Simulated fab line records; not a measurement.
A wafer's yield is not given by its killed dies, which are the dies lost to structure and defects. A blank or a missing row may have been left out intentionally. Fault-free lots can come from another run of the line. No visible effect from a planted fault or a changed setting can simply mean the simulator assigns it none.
A struck lot beside a sound one | flow sky130 | 17 out of 708 route steps
Sound: these wafers, L699.2, L699.3, L699.6. Wafers L712.1, L712.4, L712.6 were the ones struck. Last of all comes the cause.
At each step with rows: each side's tool, then ch and its chambers, then its first start. Under that, the readings that differ: sound wafers | struck wafers | difference of the means | sigmas: that difference in standard deviations of wafers without a fault.
alike: a reading whose means differ by less than 2 such deviations, as well as words and numbers matching on both sides. not compared: withheld readings; readings where some wafer has no value; bounds like >300 that might hide an equal value; numbers whose values overlap and for which the record gives no deviation.
The two part at a step that has a row with sigmas, a row that says differs or no value, or rows on one side only. Numbers that don't overlap but have no deviation are shown without sigmas and don't part them. A reading missing from all wafers of one side parts the sides only when that side holds two or more wafers.

first, 2 steps without rows for these wafers: SKY_NWELL_IMPLANT_12; SKY_NWELL_IMPLANT_13.
SKY_NWELL_STRIP_14: strips in O2/N2.
  sound on plasma asher-04 ch 0,1, day 6 01:46; struck on plasma asher-04 ch 0,1, day 9 08:19
  alike: chamber pressure mTorr, drypump motor current A, oes product au, strip time to endpoint s
  not compared: rf hours counter h
SKY_NWELL_TW_MEAS_15:
  struck on film metro-02, day 9 08:25; sound on film metro-03, day 6 01:53
  alike: NWELL_TW
then, 7 steps without rows for these wafers: SKY_NWELL_DEHYDRATE_16 (time 60 s); SKY_NWELL_HMDS_17 (prime time 60 s); SKY_NWELL_COAT_18 (resist thk 3000 nm); SKY_NWELL_SOFTBAKE_19; SKY_NWELL_EXPOSE_20 (exposes mask NWM COMPLEMENT, target cd 840 nm); SKY_NWELL_PEB_21; SKY_NWELL_DEVELOP_22 (develop time 60 s).
SKY_NWELL_OVL_MEAS_23:
  struck on overlay-01, day 10 06:47; sound on overlay-01, day 6 21:02
  alike: NWELL_01_OVL
SKY_NWELL_IMPLANT_24:
  sound on implanter-03 ch 0, day 6 21:06; struck on implanter-04 ch 0, day 10 06:49
  reading            | sound                       | struck                         | difference | sigmas
  dose ions cm2      | 9.207e+12 9.198e+12 9.2e+12 | 1.099e+13 1.099e+13 1.0979e+13 | +1.785e+12 | +99 or more
  faraday current uA | 52.5 52.4 51.1              | 62.0 60.5 62.9                 | +9.8       | +10
  alike: beam on s
SKY_NWELL_STRIP_25: strips in O2/N2.
  sound on plasma asher-01 ch 0,1, day 6 21:13; struck on plasma asher-02 ch 0,1, day 10 06:58
  alike: chamber pressure mTorr, drypump motor current A, oes product au, strip time to endpoint s
  not compared: rf hours counter h
SKY_NWELL_TW_MEAS_26:
  struck on film metro-04, day 10 07:04; sound on film metro-03, day 6 21:20
  alike: NWELL_2_TW
then, 1 step without rows for these wafers: SKY_NWELL_CLEAN_27 (cleans in SC1/SC2, time 150 s).
-- the record jumps here: 40 days lie between the struck wafers' starts before and after (it left off in module NWELL and takes up again in module PAD_OPEN, whose first step shown is number 708 of the route) --
SKY_PAD_OPEN_PROBE_99:
  struck on prober-02, day 50 11:29; sound on prober-01, day 47 16:40
  reading                                    | sound                         | struck                        | difference | sigmas
  model.etest.pfet_16v.r on ohm um           | 1.525e+04 1.511e+04 1.522e+04 | 1.412e+04 1.382e+04 1.384e+04 | -1.267e+03 |
  model.etest.res iso pwell.rs ohm sq        | 2826 2676 2706                | 2596 2509 2479                | -208       |
  model.etest.res pwell under gate.rs ohm sq | 2276 2274 2294                | 2024 2033 2035                | -251       |
  model.etest.res iso pwell.line ohm um      | 1059 1003 1032                | 974 931.2 926.7               | -87        |
  model.etest.tip_n_5v.rs ohm sq             | 1357 1348 1364                | 1420 1412 1408                | +57        |
  model.etest.pfet_16v.drive ua um           | 241.3 241.3 240.6             | 256.4 257.6 261.4             | +17.4      |
  model.etest.res nwell.width nm (nm)        | 832.1 835 830.9               | 813.7 811.4 809.9             | -21.0      |
  model.etest.field n.vt v (V)               | 35.79 34.64 35                | 39.65 38.88 38.96             | +4.02      |
  alike: killed_at_M0_to_M3, killed_at_M4_up, killed at contacts, killed at front end, killed at other, killed dies, killed open, killed short

== WHERE THEY PART ==
Only at SKY_NWELL_IMPLANT_24, within this record. Later steps at which nothing parts them and some readings are alike: SKY_NWELL_STRIP_25, SKY_NWELL_TW_MEAS_26, SKY_PAD_OPEN_PROBE_99.

WHY: what the simulator had put in
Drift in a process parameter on implanter-04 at SKY_NWELL_IMPLANT_24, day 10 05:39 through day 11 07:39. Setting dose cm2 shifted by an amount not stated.
